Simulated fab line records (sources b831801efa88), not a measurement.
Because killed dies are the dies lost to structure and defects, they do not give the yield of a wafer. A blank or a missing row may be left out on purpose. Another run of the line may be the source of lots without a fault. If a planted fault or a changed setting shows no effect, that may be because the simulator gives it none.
Which tool did it? || flow sfq_line || route of 325 steps, sampled at 1 step: 14 lots, 42 wafers

== WHAT THE GAUGES READ, wafer by wafer ==
The record holds no reading of a measuring or inspecting step that can be judged against a usual standard deviation.

== WHAT TOOL EACH LOT RAN ON (gives the tool, then ch and the chambers of the sampled wafers, and finally the start) ==
{"lot": "L990", "SFQ_TRILAYER_L0_DEP_SPUTTER_003": "pvd_sputter-04, day 1 17:29"}
{"lot": "L991", "SFQ_TRILAYER_L0_DEP_SPUTTER_003": "pvd_sputter-06, day 1 22:29"}
{"lot": "L992", "SFQ_TRILAYER_L0_DEP_SPUTTER_003": "pvd_sputter-05, day 2 03:29"}
{"lot": "L993", "SFQ_TRILAYER_L0_DEP_SPUTTER_003": "pvd_sputter-04, day 2 08:29"}
{"lot": "L994", "SFQ_TRILAYER_L0_DEP_SPUTTER_003": "pvd_sputter-04, day 2 13:29"}
{"lot": "L995", "SFQ_TRILAYER_L0_DEP_SPUTTER_003": "pvd_sputter-06, day 2 18:29"}
{"lot": "L996", "SFQ_TRILAYER_L0_DEP_SPUTTER_003": "pvd_sputter-04, day 2 23:29"}
{"lot": "L997", "SFQ_TRILAYER_L0_DEP_SPUTTER_003": "pvd_sputter-05, day 3 04:29"}
{"lot": "L100", "SFQ_TRILAYER_L0_DEP_SPUTTER_003": "pvd_sputter-05, day 3 19:29"}
{"lot": "L101", "SFQ_TRILAYER_L0_DEP_SPUTTER_003": "pvd_sputter-05, day 4 00:29"}
{"lot": "L102", "SFQ_TRILAYER_L0_DEP_SPUTTER_003": "pvd_sputter-06, day 4 05:29"}
{"lot": "L107", "SFQ_TRILAYER_L0_DEP_SPUTTER_003": "pvd_sputter-05, day 5 06:29"}
{"lot": "L108", "SFQ_TRILAYER_L0_DEP_SPUTTER_003": "pvd_sputter-04, day 5 11:29"}
{"lot": "L111", "SFQ_TRILAYER_L0_DEP_SPUTTER_003": "pvd_sputter-04, day 6 02:29"}
- SFQ_TRILAYER_L0_DEP_SPUTTER_003: material MoNx KI, target thk 40 nm, time 100 s.

== WHAT THE TOOLS THEMSELVES READ (means of the sampled wafers that have a number; where no wafer has one, the mark that the record gives instead) ==
SFQ_TRILAYER_L0_DEP_SPUTTER_003. Usual: chamber_pressure_pa 0.3999 Pa, standard deviation 0.00074; throttle_valve_pct 30.4 %, standard deviation 1.1.
{"lot": "L990", "tool": "pvd_sputter-04", "chamber_pressure_pa (Pa)": 0.3999, "throttle_valve_pct (%)": 30.9, "flag": ""}
{"lot": "L991", "tool": "pvd_sputter-06", "chamber_pressure_pa (Pa)": 0.4003, "throttle_valve_pct (%)": 29.2, "flag": ""}
{"lot": "L992", "tool": "pvd_sputter-05", "chamber_pressure_pa (Pa)": 0.3999, "throttle_valve_pct (%)": 30.8, "flag": ""}
{"lot": "L993", "tool": "pvd_sputter-04", "chamber_pressure_pa (Pa)": 0.3999, "throttle_valve_pct (%)": 30.5, "flag": ""}
{"lot": "L994", "tool": "pvd_sputter-04", "chamber_pressure_pa (Pa)": 0.3993, "throttle_valve_pct (%)": 31.0, "flag": ""}
{"lot": "L995", "tool": "pvd_sputter-06", "chamber_pressure_pa (Pa)": 0.4000, "throttle_valve_pct (%)": 28.6, "flag": ""}
{"lot": "L996", "tool": "pvd_sputter-04", "chamber_pressure_pa (Pa)": 0.3998, "throttle_valve_pct (%)": 31.2, "flag": ""}
{"lot": "L997", "tool": "pvd_sputter-05", "chamber_pressure_pa (Pa)": 0.3998, "throttle_valve_pct (%)": 31.2, "flag": ""}
{"lot": "L100", "tool": "pvd_sputter-05", "chamber_pressure_pa (Pa)": 0.3998, "throttle_valve_pct (%)": 30.9, "flag": ""}
{"lot": "L101", "tool": "pvd_sputter-05", "chamber_pressure_pa (Pa)": 0.4575, "throttle_valve_pct (%)": 28.9, "flag": "OFF"}
{"lot": "L102", "tool": "pvd_sputter-06", "chamber_pressure_pa (Pa)": 0.4001, "throttle_valve_pct (%)": 30.4, "flag": ""}
{"lot": "L107", "tool": "pvd_sputter-05", "chamber_pressure_pa (Pa)": 0.4569, "throttle_valve_pct (%)": 28.8, "flag": "OFF"}
{"lot": "L108", "tool": "pvd_sputter-04", "chamber_pressure_pa (Pa)": 0.3999, "throttle_valve_pct (%)": 31.0, "flag": ""}
{"lot": "L111", "tool": "pvd_sputter-04", "chamber_pressure_pa (Pa)": 0.3992, "throttle_valve_pct (%)": 30.9, "flag": ""}

== THE ANSWER, worked out from the rows above alone ==
Rule: lot off if the mean of its wafers having a number is beyond 3 standard deviations from the usual mean. Also off: a lot with no number at a reading for which 4 or more lots have one. All remaining lots with rows at the step are treated as sound. The gauges are gone through in route order, then the tools' own readings, and for those a lot's mean is taken as printed above. The first step at which some lot is off is used, and at that step the reading that is off furthest; a lot without a number counts as furthest.
Off: L101, L107, at SFQ_TRILAYER_L0_DEP_SPUTTER_003 (chamber_pressure_pa).
A tool fits if, at that step or a process step before it, it ran every lot that is off, and no sound lot after the first of them. One fits: pvd_sputter-05 at SFQ_TRILAYER_L0_DEP_SPUTTER_003. A fault onset in the window from L100 (day 3 19:29, its last sound lot) to L101 (day 4 00:29, its first lot off) fits.
The tool's own readings at SFQ_TRILAYER_L0_DEP_SPUTTER_003 bear it out: on the lots that are off they differ by more than 5 times the standard deviation of the sound lots' means. chamber_pressure_pa reads 0.4572 Pa there against 0.3998 Pa on the sound lots.

== WHAT THE SIMULATOR PUT IN ==
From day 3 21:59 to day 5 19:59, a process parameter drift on pvd_sputter-05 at SFQ_TRILAYER_L0_DEP_SPUTTER_003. Setting chamber_pressure_pa shifted by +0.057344 from 0.4. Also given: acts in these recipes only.
Shown lots that were struck: L101, L107. The rule above reached the same finding.
